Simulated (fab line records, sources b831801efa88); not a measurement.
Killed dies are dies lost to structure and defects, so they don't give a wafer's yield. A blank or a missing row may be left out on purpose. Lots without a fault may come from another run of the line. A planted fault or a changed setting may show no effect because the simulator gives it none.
Which tool did it? | flow sky130 | 13 lots, 39 wafers sampled, at 5 steps of a route of 708

WHAT THE GAUGES READ, wafer by wafer
SKY_GATE_OXIDE_TW_MEAS_14. Usual: GATE_OXIDE_TW 224.9, standard deviation 1.4.
lot  | measured     | on            | GATE_OXIDE_TW     | flag
L233 | day 14 05:58 | film_metro-03 | 224.3 225.7 224.6 |
L235 | day 14 17:45 | film_metro-01 | 224.2 225.7 225.9 |
L237 | day 15 08:14 | film_metro-03 | 225.2 224.6 223.6 |
L238 | day 15 17:06 | film_metro-03 | 224.7 224.0 223.9 |
L242 | day 17 06:56 | film_metro-03 | 225.8 225.2 225.5 |
L243 | day 17 12:11 | film_metro-01 | 226.0 226.1 226.5 |
L246 | day 18 15:47 | film_metro-02 | 222.8 222.7 222.9 |
L249 | day 19 13:26 | film_metro-02 | 223.7 223.0 225.0 |
L250 | day 19 23:07 | film_metro-02 | 223.3 222.9 222.7 |
L251 | day 20 00:46 | film_metro-01 | 225.5 224.5 226.6 |
L252 | day 20 14:38 | film_metro-03 | 226.3 226.8 226.9 |
L253 | day 21 00:47 | film_metro-02 | 225.2 223.6 225.2 |
L254 | day 21 07:32 | film_metro-01 | 225.4 225.6 228.3 |

SKY_LDD_HVN_TW_MEAS_10. Usual: LDD_HVN_TW 1435, standard deviation 6.5.
lot  | measured     | on            | LDD_HVN_TW     | flag
L233 | day 20 17:56 | film_metro-02 | 1428 1430 1424 |
L235 | day 21 08:07 | film_metro-03 | 1428 1429 1430 |
L237 | day 21 22:01 | film_metro-02 | 1435 1428 1430 |
L238 | day 22 12:30 | film_metro-02 | 1429 1437 1433 |
L242 | day 23 23:41 | film_metro-04 | 1496 1492 1486 | OFF
L243 | day 24 07:02 | film_metro-03 | 1499 1505 1497 | OFF
L246 | day 25 07:25 | film_metro-02 | 1428 1425 1425 |
L249 | day 26 04:20 | film_metro-02 | 1436 1447 1440 |
L250 | day 26 13:38 | film_metro-02 | 1434 1442 1434 |
L251 | day 26 16:58 | film_metro-02 | 1434 1438 1439 |
L252 | day 27 04:11 | film_metro-04 | 1436 1439 1440 |
L253 | day 27 13:07 | film_metro-02 | 1421 1424 1414 |
L254 | day 27 19:37 | film_metro-04 | 1435 1438 1434 |

SKY_SD_N_RS_MEAS_16: measures by four-point-probe. Usual: SD_N_RS 68.52 ohm/sq, standard deviation 0.13.
lot  | measured     | on            | SD_N_RS (ohm/sq)  | flag
L233 | day 28 06:37 | film_metro-02 | 68.54 68.56 68.49 |
L235 | day 28 22:17 | film_metro-02 | 68.60 68.75 68.48 |
L237 | day 29 10:50 | film_metro-02 | 68.41 68.50 68.61 |
L238 | day 30 01:24 | film_metro-02 | 68.54 68.44 68.57 |
L242 | day 31 05:29 | film_metro-02 | 68.54 68.61 68.48 |
L243 | day 31 15:45 | film_metro-03 | 68.58 68.51 68.57 |
L246 | day 32 11:20 | film_metro-04 | 68.43 68.53 68.50 |
L249 | day 33 08:34 | film_metro-02 | 68.60 68.56 68.50 |
L250 | day 33 16:49 | film_metro-02 | 68.47 68.51 68.60 |
L251 | day 33 19:41 | film_metro-02 | 68.65 68.69 68.80 |
L252 | day 34 05:41 | film_metro-03 | 68.32 68.19 68.33 |
L253 | day 34 14:23 | film_metro-03 | 68.41 68.58 68.48 |
L254 | day 35 12:26 | film_metro-02 | 68.44 68.57 68.42 |

WHICH TOOL RAN EACH LOT (tool, then ch and the chambers of the sampled wafers, then the start)
lot  | SKY_FIELD_ISO_CMP_27         | SKY_LDD_HVN_IMPLANT_08
L233 | cmp-01 ch 1,2,3, day 2 11:01 | implanter-01 ch 0, day 20 17:41
L235 | cmp-01 ch 1,3, day 2 19:19   | implanter-02 ch 0, day 21 07:53
L237 | cmp-02 ch 0,1,2, day 3 06:39 | implanter-03 ch 0, day 21 21:49
L238 | cmp-02 ch 1,2, day 3 11:35   | implanter-01 ch 0, day 22 12:16
L242 | cmp-01 ch 1,3, day 4 09:36   | implanter-01 ch 0, day 23 23:26
L243 | cmp-02 ch 2,3, day 4 15:25   | implanter-01 ch 0, day 24 06:47
L246 | cmp-02 ch 0,1,2, day 5 03:59 | implanter-03 ch 0, day 25 07:10
L249 | cmp-02 ch 1,3, day 5 21:02   | implanter-03 ch 0, day 26 04:07
L250 | cmp-02 ch 0,1,2, day 6 01:11 | implanter-03 ch 0, day 26 13:25
L251 | cmp-01 ch 0,2,3, day 6 05:58 | implanter-01 ch 0, day 26 16:43
L252 | cmp-02 ch 1,2,3, day 6 11:35 | implanter-03 ch 0, day 27 03:56
L253 | cmp-02 ch 2,3, day 6 18:02   | implanter-01 ch 0, day 27 12:52
L254 | cmp-01 ch 0,3, day 7 01:42   | implanter-02 ch 0, day 27 19:22
- SKY_FIELD_ISO_CMP_27: polishes, stops on Si3N4, t overpolish 16 s, target thk 457.8 nm.
- SKY_LDD_HVN_IMPLANT_08

WHAT THE TOOLS THEMSELVES READ (means of the sampled wafers that have a number; where no wafer has one, the mark that the record gives instead)
SKY_FIELD_ISO_CMP_27. Usual: motor_current_A 11.5 A, standard deviation 0.87; overpolish_run_s 16.000 s, standard deviation 0.0093; time_to_endpoint_s 111 s, standard deviation 5.5.
lot  | tool   | motor_current_A (A) | overpolish_run_s (s) | time_to_endpoint_s (s) | flag
L233 | cmp-01 | 11.2                | 16.004               | 107                    |
L235 | cmp-01 | 11.8                | 15.984               | 113                    |
L237 | cmp-02 | 11.6                | 15.996               | 116                    |
L238 | cmp-02 | 10.9                | 15.994               | 116                    |
L242 | cmp-01 | 12.0                | 16.001               | 113                    |
L243 | cmp-02 | 11.1                | 16.001               | 113                    |
L246 | cmp-02 | 11.6                | 16.004               | 115                    |
L249 | cmp-02 | 11.5                | 16.000               | 118                    |
L250 | cmp-02 | 12.1                | 16.003               | 116                    |
L251 | cmp-01 | 11.4                | 15.998               | 107                    |
L252 | cmp-02 | 11.1                | 16.002               | 114                    |
L253 | cmp-02 | 10.8                | 16.004               | 116                    |
L254 | cmp-01 | 11.5                | 15.994               | 110                    |

SKY_LDD_HVN_IMPLANT_08. Usual: beam_on_s 10.04 s, standard deviation 0.19; faraday_current_uA 168, standard deviation 3.2.
lot  | tool         | beam_on_s (s) | faraday_current_uA | flag
L233 | implanter-01 | 9.84          | 172                |
L235 | implanter-02 | 10.05         | 168                |
L237 | implanter-03 | 10.18         | 166                |
L238 | implanter-01 | 9.95          | 170                |
L242 | implanter-01 | 11.54         | 147                | OFF
L243 | implanter-01 | 11.21         | 150                | OFF
L246 | implanter-03 | 9.98          | 169                |
L249 | implanter-03 | 10.15         | 167                |
L250 | implanter-03 | 9.92          | 170                |
L251 | implanter-01 | 10.13         | 167                |
L252 | implanter-03 | 9.99          | 169                |
L253 | implanter-01 | 9.95          | 170                |
L254 | implanter-02 | 10.40         | 162                |

THE ANSWER, worked out from the rows above alone
Rule: a lot is off if the mean of its wafers that have a number lies more than 3 standard deviations from the usual mean. A lot without any number at a reading at which 4 lots or more have one is off too. The other lots that the step has rows for count as sound. The gauges are gone through in route order, then the tools' own readings, and for those a lot's mean is taken as printed above. The first step at which some lot is off is used, and at that step the reading that is off furthest; a lot without a number counts as furthest.
Off: L242, L243, at SKY_LDD_HVN_TW_MEAS_10 (LDD_HVN_TW).
A tool fits if, at a process step before that reading, it ran every lot that is off, and no sound lot after the first of them. The gauges at SKY_LDD_HVN_TW_MEAS_10 aren't tried: what is off there is off at SKY_LDD_HVN_IMPLANT_08 too, on other tools, and a gauge's error can't cause that. None of those tried fits.

WHAT THE SIMULATOR HAD PUT IN
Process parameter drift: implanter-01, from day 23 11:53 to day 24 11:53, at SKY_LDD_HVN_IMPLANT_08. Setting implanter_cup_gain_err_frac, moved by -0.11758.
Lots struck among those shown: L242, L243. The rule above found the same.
